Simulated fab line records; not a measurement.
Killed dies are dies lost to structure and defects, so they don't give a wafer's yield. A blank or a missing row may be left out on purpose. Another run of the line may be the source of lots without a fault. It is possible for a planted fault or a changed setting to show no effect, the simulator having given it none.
fab line records :: flow sky130
record
  lots=6
  wafers=18
  lastDay=50
route steps=708 shown LI_CONTACT@369
lots with no fault: from the same line, run without faults
startH: hours from the record's first day to the start of the lot's first wafer shown :: waitH: hours since the lot's step before :: " unchanged from the row above :: L1.1+2: one row covering several wafers at once :: - no value present, or no start provided :: * or withheld: withheld :: < > ~ a bound
route shown NAME@n: names a module that has steps shown in the file, with the first one's number in the route :: usual: mean/standard deviation taken from wafers without a fault :: same: alike in all rows :: chamber/n: place in a boat :: sites: the reading at each site :: _std_site: how widely they spread, as a standard deviation :: _edge_site: inner sites' mean taken away from outer sites' mean :: radiusMm: how far each site lies from the wafer's centre :: mask NAME#n: copy n :: behind: the most recent tool/chamber to have shaped the wafer :: hold: why the lot went on hold/how many hours it stayed there/how the hold came to an end :: device: the n, p or np transistor that did not switch :: end of line: the tests these same wafers got at the end of their route :: a step without rows: its recipe alone :: killed: dies that structure and defects cost at the first sort, which is not the same as the wafer's yield :: map: a wafer's dies, marking killed ones x, the rest . and places with no die _
set.NAME: the setting as run; set.NAME@STEP: as run at that earlier step :: model.NAME: the simulator's own value behind a step, which no gauge read
certain route steps with their lots: each step a table, each wafer a row
services: a tool's chamber out of use, with start hour (startH, from the record's first day; less than 0 if before it), hours out, and reason
## steps
# step SKY_LI_CONTACT_COAT_07
# recipe
  resist=KrF-thick
  spinRpm=3000
  resistThkNm=450
# step SKY_LI_CONTACT_SOFTBAKE_08
# recipe
  tempC=100
  timeS=90
  resist=KrF-thick
# step SKY_LI_CONTACT_EXPOSE_09
# recipe
  maskId=LICM1
  na=0.8
  sourceShape=annular
  sigmaInner=0.55
  sigmaOuter=0.85
  targetCdNm=170
  doseMj=38
# step SKY_LI_CONTACT_PEB_10
# recipe
  pebTempC=withheld
  pebTimeS=withheld
  resist=KrF-thick
# step SKY_LI_CONTACT_DEVELOP_11
# recipe
  developTimeS=60
  resist=KrF-thick
  devTempC=21
# step SKY_LI_CONTACT_CD_MEAS_12
# recipe
  targetCdNm=170
# usual
  cdNm=170.9/1.5
lot.wafer: L192.1
tool: cdSem-02
chamber: -
startH: 693.32
waitH: -
cdNm: 174.1

lot.wafer: L192.2
tool: cdSem-02
chamber: -
startH: 693.32
waitH: -
cdNm: 173.2

lot.wafer: L192.3
tool: cdSem-02
chamber: -
startH: 693.32
waitH: -
cdNm: 175.0

lot.wafer: L205.1
tool: cdSem-02
chamber: -
startH: 793.52
waitH: -
cdNm: 171.8

lot.wafer: L205.2
tool: cdSem-02
chamber: -
startH: 793.52
waitH: -
cdNm: 171.3

lot.wafer: L205.5
tool: cdSem-02
chamber: -
startH: 793.52
waitH: -
cdNm: 169.5

lot.wafer: L206.1
tool: cdSem-01
chamber: -
startH: 800.11
waitH: -
cdNm: 173.1

lot.wafer: L206.5
tool: cdSem-01
chamber: -
startH: 800.11
waitH: -
cdNm: 173.9

lot.wafer: L206.6
tool: cdSem-01
chamber: -
startH: 800.11
waitH: -
cdNm: 176.2

lot.wafer: L207.1
tool: cdSem-02
chamber: -
startH: 812.21
waitH: -
cdNm: 172.6

lot.wafer: L207.3
tool: cdSem-02
chamber: -
startH: 812.21
waitH: -
cdNm: 171.2

lot.wafer: L207.5
tool: cdSem-02
chamber: -
startH: 812.21
waitH: -
cdNm: 171.0

lot.wafer: L211.3
tool: cdSem-02
chamber: -
startH: 836.36
waitH: -
cdNm: 171.1

lot.wafer: L211.5
tool: cdSem-02
chamber: -
startH: 836.36
waitH: -
cdNm: 171.0

lot.wafer: L211.6
tool: cdSem-02
chamber: -
startH: 836.36
waitH: -
cdNm: 171.0

lot.wafer: L213.2
tool: cdSem-02
chamber: -
startH: 852.49
waitH: -
cdNm: 170.0

lot.wafer: L213.3
tool: cdSem-02
chamber: -
startH: 852.49
waitH: -
cdNm: 171.1

lot.wafer: L213.6
tool: cdSem-02
chamber: -
startH: 852.49
waitH: -
cdNm: 171.5
# step SKY_LI_CONTACT_OVL_MEAS_13
# usual
  LI_CONTACT_OVL=-7/6
lot.wafer: L192.1
tool: overlay-01
chamber: -
startH: 693.44
waitH: 0.1
LI_CONTACT_OVL[nm]: -21

lot.wafer: L192.2
tool: overlay-01
chamber: -
startH: 693.44
waitH: 0.1
LI_CONTACT_OVL[nm]: -19

lot.wafer: L192.3
tool: overlay-01
chamber: -
startH: 693.44
waitH: 0.1
LI_CONTACT_OVL[nm]: -23

lot.wafer: L205.1
tool: overlay-02
chamber: -
startH: 793.64
waitH: 0.1
LI_CONTACT_OVL[nm]: -3

lot.wafer: L205.2
tool: overlay-02
chamber: -
startH: 793.64
waitH: 0.1
LI_CONTACT_OVL[nm]: -8

lot.wafer: L205.5
tool: overlay-02
chamber: -
startH: 793.64
waitH: 0.1
LI_CONTACT_OVL[nm]: -5

lot.wafer: L206.1
tool: overlay-01
chamber: -
startH: 800.23
waitH: 0.1
LI_CONTACT_OVL[nm]: -7

lot.wafer: L206.5
tool: overlay-01
chamber: -
startH: 800.23
waitH: 0.1
LI_CONTACT_OVL[nm]: -8

lot.wafer: L206.6
tool: overlay-01
chamber: -
startH: 800.23
waitH: 0.1
LI_CONTACT_OVL[nm]: -11

lot.wafer: L207.1
tool: overlay-02
chamber: -
startH: 812.33
waitH: 0.1
LI_CONTACT_OVL[nm]: -18

lot.wafer: L207.3
tool: overlay-02
chamber: -
startH: 812.33
waitH: 0.1
LI_CONTACT_OVL[nm]: -9

lot.wafer: L207.5
tool: overlay-02
chamber: -
startH: 812.33
waitH: 0.1
LI_CONTACT_OVL[nm]: -5

lot.wafer: L211.3
tool: overlay-01
chamber: -
startH: 836.45
waitH: 0.1
LI_CONTACT_OVL[nm]: -1

lot.wafer: L211.5
tool: overlay-01
chamber: -
startH: 836.45
waitH: 0.1
LI_CONTACT_OVL[nm]: -2

lot.wafer: L211.6
tool: overlay-01
chamber: -
startH: 836.45
waitH: 0.1
LI_CONTACT_OVL[nm]: -6

lot.wafer: L213.2
tool: overlay-02
chamber: -
startH: 852.59
waitH: 0.1
LI_CONTACT_OVL[nm]: -8

lot.wafer: L213.3
tool: overlay-02
chamber: -
startH: 852.59
waitH: 0.1
LI_CONTACT_OVL[nm]: -9

lot.wafer: L213.6
tool: overlay-02
chamber: -
startH: 852.59
waitH: 0.1
LI_CONTACT_OVL[nm]: -10
# step SKY_LI_CONTACT_ETCH_14
# recipe
  chemistry=N2/H2
  target=BARC
  ionEnergyEv=200
  sourceW=500
  biasW=100
  pressureMtorr=30
  n2FlowSccm=100
  h2FlowSccm=200
  stopOn=SiO2
  timeS=45.9
  targetDepthA=600
# usual
  drypumpMotorCurrentA=5.6/0.64
  oesProductAu=0.854/0.005
  throttleValvePct=13.223/0.0086
lot.wafer: L192.1
tool: rieDiel-03
chamber: 1
startH: 693.47
waitH: 0.0
drypumpMotorCurrentA: 6.0
oesProductAu: 0.860
rfHoursCounterH: 5
throttleValvePct: 13.216

lot.wafer: L192.2
tool: rieDiel-03
chamber: 0
startH: 693.47
waitH: 0.0
drypumpMotorCurrentA: 5.8
oesProductAu: 0.853
rfHoursCounterH: 5
throttleValvePct: 13.221

lot.wafer: L192.3
tool: rieDiel-03
chamber: 2
startH: 693.47
waitH: 0.0
drypumpMotorCurrentA: 6.4
oesProductAu: 0.848
rfHoursCounterH: 15
throttleValvePct: 13.222

lot.wafer: L205.1
tool: rieDiel-03
chamber: 2
startH: 793.67
waitH: 0.0
drypumpMotorCurrentA: 6.4
oesProductAu: 0.858
rfHoursCounterH: 18
throttleValvePct: 13.212

lot.wafer: L205.2
tool: rieDiel-03
chamber: 3
startH: 793.67
waitH: 0.0
drypumpMotorCurrentA: 5.4
oesProductAu: 0.852
rfHoursCounterH: 9
throttleValvePct: 13.224

lot.wafer: L205.5
tool: rieDiel-03
chamber: 0
startH: 793.67
waitH: 0.0
drypumpMotorCurrentA: 5.8
oesProductAu: 0.847
rfHoursCounterH: -
throttleValvePct: 13.224

lot.wafer: L206.1
tool: rieDiel-03
chamber: 1
startH: 800.27
waitH: 0.0
drypumpMotorCurrentA: 6.0
oesProductAu: 0.855
rfHoursCounterH: 8
throttleValvePct: 13.211

lot.wafer: L206.5
tool: rieDiel-03
chamber: 0
startH: 800.27
waitH: 0.0
drypumpMotorCurrentA: 5.8
oesProductAu: 0.856
rfHoursCounterH: -
throttleValvePct: 13.227

lot.wafer: L206.6
tool: rieDiel-03
chamber: 3
startH: 800.27
waitH: 0.0
drypumpMotorCurrentA: 5.4
oesProductAu: 0.851
rfHoursCounterH: -
throttleValvePct: 13.233

lot.wafer: L207.1
tool: rieDiel-01
chamber: 3
startH: 812.37
waitH: 0.0
drypumpMotorCurrentA: 5.1
oesProductAu: 0.855
rfHoursCounterH: 30
throttleValvePct: 13.220

lot.wafer: L207.3
tool: rieDiel-01
chamber: 1
startH: 812.37
waitH: 0.0
drypumpMotorCurrentA: 5.1
oesProductAu: 0.860
rfHoursCounterH: 1
throttleValvePct: 13.215

lot.wafer: L207.5
tool: rieDiel-01
chamber: 0
startH: 812.37
waitH: 0.0
drypumpMotorCurrentA: 6.1
oesProductAu: 0.863
rfHoursCounterH: -
throttleValvePct: 13.214

lot.wafer: L211.3
tool: rieDiel-03
chamber: 3
startH: 836.47
waitH: 0.0
drypumpMotorCurrentA: 5.4
oesProductAu: 0.852
rfHoursCounterH: 10
throttleValvePct: 13.240

lot.wafer: L211.5
tool: rieDiel-03
chamber: 2
startH: 836.47
waitH: 0.0
drypumpMotorCurrentA: 6.4
oesProductAu: 0.853
rfHoursCounterH: -
throttleValvePct: 13.242

lot.wafer: L211.6
tool: rieDiel-03
chamber: 3
startH: 836.47
waitH: 0.0
drypumpMotorCurrentA: 5.4
oesProductAu: 0.845
rfHoursCounterH: -
throttleValvePct: 13.221

lot.wafer: L213.2
tool: rieDiel-03
chamber: 3
startH: 852.62
waitH: 0.0
drypumpMotorCurrentA: 5.4
oesProductAu: 0.845
rfHoursCounterH: 10
throttleValvePct: 13.231

lot.wafer: L213.3
tool: rieDiel-03
chamber: 2
startH: 852.62
waitH: 0.0
drypumpMotorCurrentA: 6.4
oesProductAu: 0.848
rfHoursCounterH: 19
throttleValvePct: 13.216

lot.wafer: L213.6
tool: rieDiel-03
chamber: 1
startH: 852.62
waitH: 0.0
drypumpMotorCurrentA: 6.0
oesProductAu: 0.855
rfHoursCounterH: -
throttleValvePct: 13.223
# step SKY_LI_CONTACT_ETCH_15
# recipe
  target=PSG
  chemistry=C4F8/O2/Ar
  stopOn=Si
  taperDeg=4.15
  maskMaterial=KrF-thick
  sourceW=1500
  biasW=1200
  pressureMtorr=40
  c4f8FlowSccm=withheld
  O2_flow_sccm=6
  Ar_flow_sccm=300
  timeS=withheld
  targetDepthA=6000
# usual
  oesProductAu=0.836/0.0043
lot.wafer: L192.1
tool: rieDiel-03
chamber: 1
startH: 693.51
waitH: 0.0
oesProductAu: 0.833

lot.wafer: L192.2
tool: rieDiel-03
chamber: 0
startH: 693.51
waitH: 0.0
oesProductAu: 0.835

lot.wafer: L192.3
tool: rieDiel-03
chamber: 2
startH: 693.51
waitH: 0.0
oesProductAu: 0.834

lot.wafer: L205.1
tool: rieDiel-03
chamber: 2
startH: 793.71
waitH: 0.0
oesProductAu: 0.831

lot.wafer: L205.2
tool: rieDiel-03
chamber: 3
startH: 793.71
waitH: 0.0
oesProductAu: 0.835

lot.wafer: L205.5
tool: rieDiel-03
chamber: 0
startH: 793.71
waitH: 0.0
oesProductAu: 0.829

lot.wafer: L206.1
tool: rieDiel-03
chamber: 1
startH: 800.31
waitH: 0.0
oesProductAu: 0.834

lot.wafer: L206.5
tool: rieDiel-03
chamber: 0
startH: 800.31
waitH: 0.0
oesProductAu: 0.835

lot.wafer: L206.6
tool: rieDiel-03
chamber: 3
startH: 800.31
waitH: 0.0
oesProductAu: 0.848

lot.wafer: L207.1
tool: rieDiel-01
chamber: 3
startH: 812.41
waitH: 0.0
oesProductAu: 0.832

lot.wafer: L207.3
tool: rieDiel-01
chamber: 1
startH: 812.41
waitH: 0.0
oesProductAu: 0.830

lot.wafer: L207.5
tool: rieDiel-01
chamber: 0
startH: 812.41
waitH: 0.0
oesProductAu: 0.838

lot.wafer: L211.3
tool: rieDiel-03
chamber: 3
startH: 836.52
waitH: 0.0
oesProductAu: 0.836

lot.wafer: L211.5
tool: rieDiel-03
chamber: 2
startH: 836.52
waitH: 0.0
oesProductAu: 0.837

lot.wafer: L211.6
tool: rieDiel-03
chamber: 3
startH: 836.52
waitH: 0.0
oesProductAu: 0.840

lot.wafer: L213.2
tool: rieDiel-03
chamber: 3
startH: 852.67
waitH: 0.0
oesProductAu: 0.830

lot.wafer: L213.3
tool: rieDiel-03
chamber: 2
startH: 852.67
waitH: 0.0
oesProductAu: 0.836

lot.wafer: L213.6
tool: rieDiel-03
chamber: 1
startH: 852.67
waitH: 0.0
oesProductAu: 0.841
# step SKY_LI_CONTACT_STRIP_16
# recipe
  chemistry=O2/N2
  powerW=1400
  pressureMtorr=1500
  platenTempC=withheld
  o2FlowSccm=3000
  n2FlowSccm=300
  overashFraction=0.5
# usual
  drypumpMotorCurrentA=5.7/0.46
  oesProductAu=0.376/0.0047
  stripTimeToEndpointS=3.504/0.028
lot.wafer: L192.1
tool: plasmaAsher-03
chamber: 1
startH: 693.60
waitH: -
drypumpMotorCurrentA: 6.1
oesProductAu: 0.377
rfHoursCounterH: 102
stripTimeToEndpointS: 3.511

lot.wafer: L192.2
tool: plasmaAsher-03
chamber: 0
startH: 693.60
waitH: -
drypumpMotorCurrentA: 5.7
oesProductAu: 0.387
rfHoursCounterH: 102
stripTimeToEndpointS: 3.525

lot.wafer: L192.3
tool: plasmaAsher-03
chamber: 1
startH: 693.60
waitH: -
drypumpMotorCurrentA: 6.1
oesProductAu: 0.374
rfHoursCounterH: -
stripTimeToEndpointS: 3.551

lot.wafer: L205.1
tool: plasmaAsher-02
chamber: 0
startH: 793.80
waitH: -
drypumpMotorCurrentA: 4.8
oesProductAu: 0.384
rfHoursCounterH: 65
stripTimeToEndpointS: 3.538

lot.wafer: L205.2
tool: plasmaAsher-02
chamber: 1
startH: 793.80
waitH: -
drypumpMotorCurrentA: 5.8
oesProductAu: 0.365
rfHoursCounterH: 65
stripTimeToEndpointS: 3.479

lot.wafer: L205.5
tool: plasmaAsher-02
chamber: 1
startH: 793.80
waitH: -
drypumpMotorCurrentA: 5.8
oesProductAu: 0.370
rfHoursCounterH: -
stripTimeToEndpointS: 3.521

lot.wafer: L206.1
tool: plasmaAsher-01
chamber: 0
startH: 800.40
waitH: -
drypumpMotorCurrentA: 6.3
oesProductAu: 0.380
rfHoursCounterH: 99
stripTimeToEndpointS: 3.525

lot.wafer: L206.5
tool: plasmaAsher-01
chamber: 1
startH: 800.40
waitH: -
drypumpMotorCurrentA: 5.6
oesProductAu: 0.377
rfHoursCounterH: -
stripTimeToEndpointS: 3.508

lot.wafer: L206.6
tool: plasmaAsher-01
chamber: 0
startH: 800.40
waitH: -
drypumpMotorCurrentA: 6.3
oesProductAu: 0.374
rfHoursCounterH: -
stripTimeToEndpointS: 3.488

lot.wafer: L207.1
tool: plasmaAsher-01
chamber: 0
startH: 812.50
waitH: -
drypumpMotorCurrentA: 6.3
oesProductAu: 0.376
rfHoursCounterH: 100
stripTimeToEndpointS: 3.492

lot.wafer: L207.3
tool: plasmaAsher-01
chamber: 1
startH: 812.50
waitH: -
drypumpMotorCurrentA: 5.7
oesProductAu: 0.379
rfHoursCounterH: -
stripTimeToEndpointS: 3.505

lot.wafer: L207.5
tool: plasmaAsher-01
chamber: 0
startH: 812.50
waitH: -
drypumpMotorCurrentA: 6.3
oesProductAu: 0.370
rfHoursCounterH: -
stripTimeToEndpointS: 3.492

lot.wafer: L211.3
tool: plasmaAsher-02
chamber: 1
startH: 836.63
waitH: -
drypumpMotorCurrentA: 5.8
oesProductAu: 0.369
rfHoursCounterH: -
stripTimeToEndpointS: 3.494

lot.wafer: L211.5
tool: plasmaAsher-02
chamber: 1
startH: 836.63
waitH: -
drypumpMotorCurrentA: 5.8
oesProductAu: 0.371
rfHoursCounterH: -
stripTimeToEndpointS: 3.571

lot.wafer: L211.6
tool: plasmaAsher-02
chamber: 0
startH: 836.63
waitH: -
drypumpMotorCurrentA: 4.8
oesProductAu: 0.375
rfHoursCounterH: -
stripTimeToEndpointS: 3.495

lot.wafer: L213.2
tool: plasmaAsher-01
chamber: 0
startH: 852.75
waitH: -
drypumpMotorCurrentA: 6.3
oesProductAu: 0.375
rfHoursCounterH: 103
stripTimeToEndpointS: 3.484

lot.wafer: L213.3
tool: plasmaAsher-01
chamber: 1
startH: 852.75
waitH: -
drypumpMotorCurrentA: 5.6
oesProductAu: 0.374
rfHoursCounterH: -
stripTimeToEndpointS: 3.575

lot.wafer: L213.6
tool: plasmaAsher-01
chamber: 1
startH: 852.75
waitH: -
drypumpMotorCurrentA: 5.6
oesProductAu: 0.376
rfHoursCounterH: -
stripTimeToEndpointS: 3.540
# step SKY_LI_CONTACT_CLEAN_17
# recipe
  chemistry=NMP
  timeS=600
  tempC=60
  dry=n2Spin
# step SKY_LI_CONTACT_PRE_CLEAN_18
# recipe
  gas=Ar
  timeS=5.6
  biasV=358
# step SKY_LI_CONTACT_SPUTTER_19
# recipe
  material=Ti
  targetThkNm=20
  chamberPressurePa=5
  powerW=2500
  substrateTempC=200
  timeS=106.37
# usual
  cathodeDcPowerW=2500.0/0.46
  chamberPressurePa=4.999/0.0097
  substrateTempC=200.02/0.16
  throttleValvePct=30.0/0.97
lot.wafer: L192.1
tool: pvdSputter-04
chamber: -
startH: 694.07
waitH: 0.0
cathodeDcPowerW: 2499.8
chamberPressurePa: 4.999
substrateTempC: 199.77
throttleValvePct: 30.2

lot.wafer: L192.2
tool: pvdSputter-04
chamber: -
startH: 694.07
waitH: 0.0
cathodeDcPowerW: 2500.0
chamberPressurePa: 5.021
substrateTempC: 200.20
throttleValvePct: 30.3

lot.wafer: L192.3
tool: pvdSputter-04
chamber: -
startH: 694.07
waitH: 0.0
cathodeDcPowerW: 2500.3
chamberPressurePa: 5.002
substrateTempC: 200.23
throttleValvePct: 29.5

lot.wafer: L205.1
tool: pvdSputter-04
chamber: -
startH: 794.11
waitH: 0.0
cathodeDcPowerW: 2500.4
chamberPressurePa: 4.994
substrateTempC: 200.12
throttleValvePct: 28.5

lot.wafer: L205.2
tool: pvdSputter-04
chamber: -
startH: 794.11
waitH: 0.0
cathodeDcPowerW: 2500.2
chamberPressurePa: 4.984
substrateTempC: 199.93
throttleValvePct: 30.3

lot.wafer: L205.5
tool: pvdSputter-04
chamber: -
startH: 794.11
waitH: 0.0
cathodeDcPowerW: 2500.0
chamberPressurePa: 5.000
substrateTempC: 199.80
throttleValvePct: 30.2

lot.wafer: L206.1
tool: pvdSputter-04
chamber: -
startH: 800.71
waitH: 0.0
cathodeDcPowerW: -
chamberPressurePa: -
substrateTempC: -
throttleValvePct: -

lot.wafer: L206.5
tool: pvdSputter-04
chamber: -
startH: 800.71
waitH: 0.0
cathodeDcPowerW: -
chamberPressurePa: -
substrateTempC: -
throttleValvePct: -

lot.wafer: L206.6
tool: pvdSputter-04
chamber: -
startH: 800.71
waitH: 0.0
cathodeDcPowerW: -
chamberPressurePa: -
substrateTempC: -
throttleValvePct: -

lot.wafer: L207.1
tool: pvdSputter-04
chamber: -
startH: 812.79
waitH: 0.0
cathodeDcPowerW: -
chamberPressurePa: -
substrateTempC: -
throttleValvePct: -

lot.wafer: L207.3
tool: pvdSputter-04
chamber: -
startH: 812.79
waitH: 0.0
cathodeDcPowerW: -
chamberPressurePa: -
substrateTempC: -
throttleValvePct: -

lot.wafer: L207.5
tool: pvdSputter-04
chamber: -
startH: 812.79
waitH: 0.0
cathodeDcPowerW: -
chamberPressurePa: -
substrateTempC: -
throttleValvePct: -

lot.wafer: L211.3
tool: pvdSputter-04
chamber: -
startH: 836.90
waitH: 0.0
cathodeDcPowerW: 2499.2
chamberPressurePa: 5.002
substrateTempC: 200.04
throttleValvePct: 30.2

lot.wafer: L211.5
tool: pvdSputter-04
chamber: -
startH: 836.90
waitH: 0.0
cathodeDcPowerW: 2500.3
chamberPressurePa: 5.021
substrateTempC: 200.30
throttleValvePct: 30.5

lot.wafer: L211.6
tool: pvdSputter-04
chamber: -
startH: 836.90
waitH: 0.0
cathodeDcPowerW: 2500.2
chamberPressurePa: 5.001
substrateTempC: 200.22
throttleValvePct: 30.0

lot.wafer: L213.2
tool: pvdSputter-04
chamber: -
startH: 853.05
waitH: 0.0
cathodeDcPowerW: 2499.8
chamberPressurePa: 4.974
substrateTempC: 200.10
throttleValvePct: 30.4

lot.wafer: L213.3
tool: pvdSputter-04
chamber: -
startH: 853.05
waitH: 0.0
cathodeDcPowerW: 2500.5
chamberPressurePa: 4.984
substrateTempC: 200.12
throttleValvePct: 28.2

lot.wafer: L213.6
tool: pvdSputter-04
chamber: -
startH: 853.05
waitH: 0.0
cathodeDcPowerW: 2500.1
chamberPressurePa: 5.000
substrateTempC: 200.17
throttleValvePct: 29.3
# step SKY_LI_CONTACT_SPUTTER_20
# recipe
  material=TiN
  targetThkNm=20
  chamberPressurePa=5
  powerW=4000
  timeS=80
# usual
  cathodeDcPowerW=4000.0/0.74
  chamberPressurePa=5.001/0.0089
  throttleValvePct=30.0/0.96
lot.wafer: L192.1
tool: pvdSputter-04
chamber: -
startH: 694.15
waitH: 0.0
cathodeDcPowerW: 4000.8
chamberPressurePa: 5.001
throttleValvePct: 30.5

lot.wafer: L192.2
tool: pvdSputter-04
chamber: -
startH: 694.15
waitH: 0.0
cathodeDcPowerW: 3998.8
chamberPressurePa: 5.007
throttleValvePct: 30.1

lot.wafer: L192.3
tool: pvdSputter-04
chamber: -
startH: 694.15
waitH: 0.0
cathodeDcPowerW: 4000.1
chamberPressurePa: 5.029
throttleValvePct: 29.2

lot.wafer: L205.1
tool: pvdSputter-04
chamber: -
startH: 794.19
waitH: 0.0
cathodeDcPowerW: 3999.5
chamberPressurePa: 5.007
throttleValvePct: 28.6

lot.wafer: L205.2
tool: pvdSputter-04
chamber: -
startH: 794.19
waitH: 0.0
cathodeDcPowerW: 3999.8
chamberPressurePa: 4.995
throttleValvePct: 30.0

lot.wafer: L205.5
tool: pvdSputter-04
chamber: -
startH: 794.19
waitH: 0.0
cathodeDcPowerW: 4000.8
chamberPressurePa: 4.995
throttleValvePct: 30.6

lot.wafer: L206.1
tool: pvdSputter-04
chamber: -
startH: 800.78
waitH: 0.0
cathodeDcPowerW: 4000.7
chamberPressurePa: 5.008
throttleValvePct: 30.0

lot.wafer: L206.5
tool: pvdSputter-04
chamber: -
startH: 800.78
waitH: 0.0
cathodeDcPowerW: 3999.7
chamberPressurePa: 5.004
throttleValvePct: 28.4

lot.wafer: L206.6
tool: pvdSputter-04
chamber: -
startH: 800.78
waitH: 0.0
cathodeDcPowerW: 4000.6
chamberPressurePa: 4.977
throttleValvePct: 30.2

lot.wafer: L207.1
tool: pvdSputter-04
chamber: -
startH: 812.87
waitH: 0.0
cathodeDcPowerW: 4000.1
chamberPressurePa: 5.011
throttleValvePct: 30.2

lot.wafer: L207.3
tool: pvdSputter-04
chamber: -
startH: 812.87
waitH: 0.0
cathodeDcPowerW: 3999.8
chamberPressurePa: 5.023
throttleValvePct: 28.4

lot.wafer: L207.5
tool: pvdSputter-04
chamber: -
startH: 812.87
waitH: 0.0
cathodeDcPowerW: 4000.3
chamberPressurePa: 5.007
throttleValvePct: 28.3

lot.wafer: L211.3
tool: pvdSputter-04
chamber: -
startH: 836.97
waitH: 0.0
cathodeDcPowerW: 3999.8
chamberPressurePa: 5.025
throttleValvePct: 30.1

lot.wafer: L211.5
tool: pvdSputter-04
chamber: -
startH: 836.97
waitH: 0.0
cathodeDcPowerW: 3999.3
chamberPressurePa: 4.994
throttleValvePct: 30.5

lot.wafer: L211.6
tool: pvdSputter-04
chamber: -
startH: 836.97
waitH: 0.0
cathodeDcPowerW: 4000.1
chamberPressurePa: 5.007
throttleValvePct: 30.0

lot.wafer: L213.2
tool: pvdSputter-04
chamber: -
startH: 853.12
waitH: 0.0
cathodeDcPowerW: 4000.4
chamberPressurePa: 5.010
throttleValvePct: 30.6

lot.wafer: L213.3
tool: pvdSputter-04
chamber: -
startH: 853.12
waitH: 0.0
cathodeDcPowerW: 3999.9
chamberPressurePa: 5.000
throttleValvePct: 28.2

lot.wafer: L213.6
tool: pvdSputter-04
chamber: -
startH: 853.12
waitH: 0.0
cathodeDcPowerW: 3999.0
chamberPressurePa: 4.993
throttleValvePct: 29.1
## services
tool: rieDiel-01
chamber: 0
startH: 689.34
hours: 1.3
kind: repair

tool: pvdSputter-04
chamber: -
startH: 701.80
hours: 4.4
kind: repair

tool: rieDiel-01
chamber: 0
startH: 710.38
hours: -
kind: clean

tool: rieDiel-01
chamber: 0
startH: 710.38
hours: 20.6
kind: scheduledDown

tool: rieDiel-01
chamber: 0
startH: 710.38
hours: 20.6
kind: ventCycle

tool: pvdSputter-04
chamber: -
startH: 710.67
hours: 3.2
kind: repair

tool: plasmaAsher-03
chamber: -
startH: 711.27
hours: 0.8
kind: repair

tool: rieDiel-03
chamber: 0
startH: 717.88
hours: 15.3
kind: repair

tool: rieDiel-01
chamber: 1
startH: 731.02
hours: -
kind: clean

tool: rieDiel-01
chamber: 1
startH: 731.02
hours: 20.4
kind: scheduledDown

tool: rieDiel-01
chamber: 1
startH: 731.02
hours: 20.4
kind: ventCycle

tool: plasmaAsher-03
chamber: -
startH: 733.75
hours: 9.0
kind: pm

tool: rieDiel-01
chamber: -
startH: 734.06
hours: 0.6
kind: repair

tool: rieDiel-01
chamber: 2
startH: 751.43
hours: -
kind: clean

tool: rieDiel-01
chamber: 2
startH: 751.43
hours: 16.8
kind: scheduledDown

tool: rieDiel-03
chamber: 1
startH: 752.99
hours: 5.0
kind: repair

tool: plasmaAsher-01
chamber: -
startH: 753.59
hours: 0.4
kind: repair

tool: rieDiel-01
chamber: -
startH: 774.10
hours: 0.3
kind: repair

tool: rieDiel-01
chamber: -
startH: 787.82
hours: 15.6
kind: pm

tool: rieDiel-03
chamber: 0
startH: 806.83
hours: 4.2
kind: repair

tool: rieDiel-03
chamber: -
startH: 809.67
hours: 0.3
kind: repair

tool: rieDiel-03
chamber: 0
startH: 812.43
hours: 3.7
kind: repair

tool: rieDiel-03
chamber: 0
startH: 831.37
hours: 6.7
kind: repair

tool: plasmaAsher-03
chamber: -
startH: 847.74
hours: 0.4
kind: repair
## key
firstSign
  step=SKY_LI_CONTACT_SPUTTER_19
  reading=toolRecord
  direction=missing
effect none on later readings
metAt SKY_LI_CONTACT_SPUTTER_19
struckWafers L206.1,L206.5,L206.6,L207.1,L207.3,L207.5
laterRowsLeftOut L206.1,L206.5,L206.6,L207.1,L207.3,L207.5
sortLeftOut L206.1,L206.5,L206.6,L207.1,L207.3,L207.5
testerLeftOut L206,L207
onsetBetween 794.11 800.71
fault
  kind=skippedStepWhole
  tool=pvdSputter-04
  chamber=-
  onsetH=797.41
  steps=SKY_LI_CONTACT_SPUTTER_19
  scope=struckLotsOnly
# testerLeftOut: of these lots the tester's yield and bins aren't shown, on N5 and GAA mostly nor the transistor test; their killed dies are dies lost to structure and defects alone, not to doping, threshold or leakage, so they don't give the yield
# sortLeftOut: the simulated sort isn't trusted on such a fault, so these wafers' sort isn't shown, and their yield isn't known
# laterRowsLeftOut: the simulator's readings of these wafers behind a module that went badly wrong aren't trusted and aren't shown, but for the sort
